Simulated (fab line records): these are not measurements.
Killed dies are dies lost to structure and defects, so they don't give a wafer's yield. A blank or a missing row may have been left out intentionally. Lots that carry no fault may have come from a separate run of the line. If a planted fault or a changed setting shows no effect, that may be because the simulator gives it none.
Which tool is to blame?	flow gf180mcu	24 lots with 72 wafers sampled at 6 steps, on a route of 602 steps

== WHAT EACH GAUGE READ, for each wafer ==
GF_V2_THK_MEAS_03.
lot	measured	on	V2_CVD_02_THK (nm)
L074	day 19 04:32	film metro-02	867 861 867
L075	day 19 09:28	film metro-01	850 863 872
L076	day 19 21:53	film metro-02	840 851 854
L077	day 20 13:28	film metro-04	851 845 857
L078	day 20 19:20	film metro-04	856 847 845
L079	day 21 03:38	film metro-01	846 861 862
L080	day 21 16:56	film metro-02	858 871 868
L081	day 21 20:12	film metro-01	852 859 858
L082	day 22 11:26	film metro-04	845 852 849
L083	day 22 18:29	film metro-01	852 865 873
L084	day 23 01:06	film metro-02	860 845 852
L085	day 23 09:38	film metro-02	857 876 855
L086	day 23 21:05	film metro-04	842 838 856
L087	day 24 00:10	film metro-04	843 856 861
L088	day 24 04:51	film metro-01	840 851 856
L089	day 24 19:41	film metro-04	834 842 856
L090	day 25 01:28	film metro-04	852 850 868
L091	day 25 07:01	film metro-04	832 840 854
L092	day 25 13:13	film metro-02	872 861 864
L093	day 25 21:06	film metro-04	862 857 874
L094	day 26 12:05	film metro-01	856 852 862
L095	day 26 12:55	film metro-04	839 859 853
L096	day 26 22:01	film metro-04	866 852 861
L097	day 27 00:44	film metro-01	850 856 861

GF_V3_CD_MEAS_14: target cd 260 nm.
lot	measured	on	cd nm (nm)
L074	day 22 07:04	cd sem-01	261.0 260.0 259.8
L075	day 22 12:35	cd sem-01	260.0 259.8 259.1
L076	day 23 00:17	cd sem-01	259.4 258.7 258.5
L077	day 23 15:29	cd sem-01	261.1 262.4 261.7
L078	day 23 21:01	cd sem-02	262.7 262.1 261.8
L079	day 24 04:19	cd sem-01	261.1 260.5 260.0
L080	day 24 18:16	cd sem-01	260.4 258.1 259.7
L081	day 24 18:59	cd sem-01	259.1 259.4 260.1
L082	day 25 10:30	cd sem-01	260.3 260.0 260.3
L083	day 25 16:28	cd sem-01	260.5 259.6 260.0
L084	day 25 21:49	cd sem-01	260.6 259.5 259.4
L085	day 26 07:09	cd sem-02	260.3 259.8 260.9
L086	day 26 19:50	cd sem-02	261.2 261.6 260.2
L087	day 26 21:29	cd sem-01	257.3 259.2 258.1
L088	day 27 01:10	cd sem-01	258.5 257.7 258.6
L089	day 27 13:56	cd sem-02	259.9 259.8 259.0
L090	day 27 20:09	cd sem-02	257.3 258.2 259.4
L091	day 28 00:44	cd sem-01	261.3 261.6 262.2
L092	day 28 04:26	cd sem-01	258.9 258.6 259.4
L093	day 28 15:39	cd sem-01	260.0 258.8 259.3
L094	day 29 02:20	cd sem-02	260.4 260.3 259.7
L095	day 29 03:37	cd sem-02	260.9 258.8 259.7
L096	day 29 12:26	cd sem-01	259.3 258.4 258.8
L097	day 29 13:46	cd sem-01	260.5 260.4 260.7

GF_V4_CD_MEAS_14: target cd 260 nm.
lot	measured	on	cd nm (nm)
L074	day 24 07:04	cd sem-01	257.9 257.5 258.1
L075	day 24 12:23	cd sem-01	259.6 258.9 259.6
L076	day 24 23:39	cd sem-01	262.1 261.1 261.1
L077	day 25 14:56	cd sem-01	256.6 258.2 258.0
L078	day 25 19:43	cd sem-01	260.0 259.6 260.1
L079	day 26 02:19	cd sem-01	258.5 257.9 259.2
L080	day 26 16:05	cd sem-01	261.5 260.8 262.2
L081	day 26 19:08	cd sem-01	260.9 260.6 260.4
L082	day 27 05:26	cd sem-02	257.9 256.8 258.3
L083	day 27 13:32	cd sem-02	258.9 260.5 259.3
L084	day 27 20:08	cd sem-01	259.7 260.5 260.2
L085	day 28 02:58	cd sem-02	260.6 260.4 259.4
L086	day 28 13:44	cd sem-02	256.6 258.8 256.3
L087	day 28 16:20	cd sem-02	259.3 259.0 259.4
L088	day 28 20:31	cd sem-01	259.1 259.3 259.2
L089	day 29 07:22	cd sem-02	259.1 259.1 259.3
L090	day 29 13:56	cd sem-01	259.8 259.3 260.0
L091	day 29 19:34	cd sem-01	259.8 259.5 260.8
L092	day 29 21:31	cd sem-02	259.9 259.4 259.9
L093	day 30 08:32	cd sem-01	261.0 259.1 258.4
L094	day 30 18:22	cd sem-02	258.4 258.6 257.9
L095	day 30 19:55	cd sem-02	258.9 259.5 259.2
L096	day 31 04:40	cd sem-01	261.4 262.1 261.1
L097	day 31 05:55	cd sem-02	260.6 259.5 261.8

GF_V4_RS_MEAS_24: a four-point-probe measurement.
lot	measured	on	V4_W_RS (ohm/sq)
L074	day 24 08:07	film metro-02	0.324 0.329 0.326
L075	day 24 13:31	film metro-04	0.330 0.332 0.325
L076	day 25 00:41	film metro-01	0.323 0.322 0.324
L077	day 25 15:59	film metro-01	0.324 0.324 0.322
L078	day 25 20:45	film metro-01	0.333 0.326 0.329
L079	day 26 03:20	film metro-01	0.322 0.322 0.319
L080	day 26 17:09	film metro-04	0.322 0.328 0.323
L081	day 26 20:10	film metro-02	0.325 0.329 0.326
L082	day 27 06:28	film metro-02	0.323 0.322 0.320
L083	day 27 14:35	film metro-04	0.330 0.331 0.327
L084	day 27 21:10	film metro-01	0.328 0.328 0.326
L085	day 28 04:01	film metro-01	0.331 0.331 0.330
L086	day 28 14:47	film metro-04	0.321 0.323 0.327
L087	day 28 17:23	film metro-01	0.323 0.328 0.330
L088	day 28 21:34	film metro-04	0.331 0.328 0.328
L089	day 29 08:24	film metro-01	0.324 0.326 0.324
L090	day 29 15:04	film metro-04	0.317 0.322 0.318
L091	day 29 20:43	film metro-02	0.330 0.326 0.331
L092	day 29 22:33	film metro-02	0.329 0.320 0.326
L093	day 30 09:34	film metro-01	0.323 0.327 0.323
L094	day 30 19:24	film metro-01	0.328 0.326 0.322
L095	day 30 20:56	film metro-02	0.321 0.321 0.326
L096	day 31 05:41	film metro-01	0.327 0.326 0.327
L097	day 31 06:56	film metro-01	0.323 0.325 0.325

== WHAT TOOL EACH LOT RAN ON (gives the tool, then ch and the chambers of the sampled wafers, and finally the start) ==
lot	GF_V3_SPUTTER_22	GF_V4_ETCH_16
L074	pvd sputter-03, day 22 07:56	rie diel-03 ch 1,2,3, day 24 07:11
L075	pvd sputter-02, day 22 13:26	rie diel-04 ch 1,2, day 24 12:33
L076	pvd sputter-01, day 23 01:08	rie diel-02 ch 0,1,2, day 24 23:47
L077	pvd sputter-03, day 23 16:25	rie diel-04 ch 2,3, day 25 15:05
L078	pvd sputter-01, day 23 21:53	rie diel-03 ch 1,2,3, day 25 19:52
L079	pvd sputter-02, day 24 05:10	rie diel-04 ch 1,2,3, day 26 02:26
L080	pvd sputter-01, day 24 19:10	rie diel-02 ch 1,2,3, day 26 16:14
L081	pvd sputter-01, day 24 19:53	rie diel-04 ch 0,2, day 26 19:17
L082	pvd sputter-03, day 25 11:22	rie diel-04 ch 1,2, day 27 05:33
L083	pvd sputter-03, day 25 17:24	rie diel-02 ch 0,2,3, day 27 13:41
L084	pvd sputter-02, day 25 22:41	rie diel-03 ch 1,3, day 27 20:17
L085	pvd sputter-02, day 26 08:04	rie diel-02 ch 2,3, day 28 03:05
L086	pvd sputter-01, day 26 20:46	rie diel-03 ch 0,1,3, day 28 13:54
L087	pvd sputter-02, day 26 22:25	rie diel-04 ch 1,2,3, day 28 16:27
L088	pvd sputter-03, day 27 02:02	rie diel-02 ch 0,1, day 28 20:40
L089	pvd sputter-02, day 27 14:50	rie diel-04 ch 1,3, day 29 07:29
L090	pvd sputter-02, day 27 21:04	rie diel-04 ch 0,2, day 29 14:05
L091	pvd sputter-02, day 28 01:39	rie diel-02 ch 0,1,2, day 29 19:43
L092	pvd sputter-03, day 28 05:20	rie diel-04 ch 0,1,3, day 29 21:38
L093	pvd sputter-03, day 28 16:32	rie diel-03 ch 0,3, day 30 08:41
L094	pvd sputter-01, day 29 03:13	rie diel-02 ch 1,2,3, day 30 18:29
L095	pvd sputter-03, day 29 04:29	rie diel-03 ch 0,1, day 30 20:03
L096	pvd sputter-01, day 29 13:31	rie diel-04 ch 0,2,3, day 31 04:48
L097	pvd sputter-01, day 29 14:46	rie diel-04 ch 2,3, day 31 06:02
- GF_V3_SPUTTER_22: material TiN, target thk 10 nm, time 40 s.
- GF_V4_ETCH_16: etches BARC in N2/H2.

== WHAT THE TOOLS THEMSELVES READ (means of the sampled wafers that have a number; where no wafer has one, the mark that the record gives instead) ==
GF_V3_SPUTTER_22.
lot	tool	throttle valve pct (%)
L074	pvd sputter-03	29.8
L075	pvd sputter-02	30.0
L076	pvd sputter-01	30.6
L077	pvd sputter-03	31.2
L078	pvd sputter-01	30.5
L079	pvd sputter-02	31.3
L080	pvd sputter-01	30.7
L081	pvd sputter-01	31.2
L082	pvd sputter-03	29.6
L083	pvd sputter-03	29.7
L084	pvd sputter-02	30.6
L085	pvd sputter-02	30.8
L086	pvd sputter-01	31.2
L087	pvd sputter-02	31.1
L088	pvd sputter-03	30.2
L089	pvd sputter-02	30.4
L090	pvd sputter-02	30.5
L091	pvd sputter-02	30.1
L092	pvd sputter-03	29.7
L093	pvd sputter-03	28.5
L094	pvd sputter-01	30.1
L095	pvd sputter-03	29.7
L096	pvd sputter-01	30.9
L097	pvd sputter-01	30.6

GF_V4_ETCH_16.
lot	tool	drypump motor current A (A)	n2 flow sccm (sccm)	oes product au (a.u.)	throttle valve pct (%)
L074	rie diel-03	6.1	99.96	0.853	13.218
L075	rie diel-04	5.1	100.34	0.855	13.219
L076	rie diel-02	5.9	100.27	0.855	13.230
L077	rie diel-04	5.3	100.20	0.855	13.232
L078	rie diel-03	6.0	100.25	0.854	13.224
L079	rie diel-04	5.4	100.09	0.857	13.217
L080	rie diel-02	6.1	99.69	0.858	13.223
L081	rie diel-04	5.5	100.13	0.860	13.228
L082	rie diel-04	5.3	100.35	0.860	13.214
L083	rie diel-02	5.9	100.18	0.858	13.223
L084	rie diel-03	5.7	100.08	0.855	13.222
L085	rie diel-02	6.2	99.90	0.851	13.217
L086	rie diel-03	5.8	99.93	0.858	13.224
L087	rie diel-04	5.4	99.98	0.853	13.229
L088	rie diel-02	5.7	99.84	0.856	13.223
L089	rie diel-04	5.6	99.89	0.855	13.229
L090	rie diel-04	5.5	99.95	0.858	13.225
L091	rie diel-02	5.9	100.15	0.856	13.223
L092	rie diel-04	5.9	100.01	0.851	13.223
L093	rie diel-03	5.5	100.09	0.860	13.229
L094	rie diel-02	6.1	100.26	0.857	13.224
L095	rie diel-03	5.9	99.55	0.856	13.217
L096	rie diel-04	5.8	100.00	0.852	13.224
L097	rie diel-04	5.6	99.82	0.858	13.234

== THE ANSWER, worked out from the rows above alone ==
Rule: the usual values come from the lots themselves. Put in order of their means at a reading, lots are off if they are a third of the lots or fewer, leave a main group of 4 or more, and stand apart from it by a gap of 3 or more times the standard deviation of the main group's means; of several such gaps the widest counts. The tables above print the reading to a certain number of digits; a main group whose means all agree to those digits is not used. A lot without any number at a reading at which 4 lots or more have one is off too. All remaining lots with rows at the step are treated as sound. After the gauges, taken in route order, come the tools' own readings; for these a lot's mean is taken, as printed above. The first step at which some lot is off is used, and at that step the reading that is off furthest; a lot without a number counts as furthest.
Nothing can be told from this: no lot is off at any reading shown.

== WHAT THE SIMULATOR PUT IN ==
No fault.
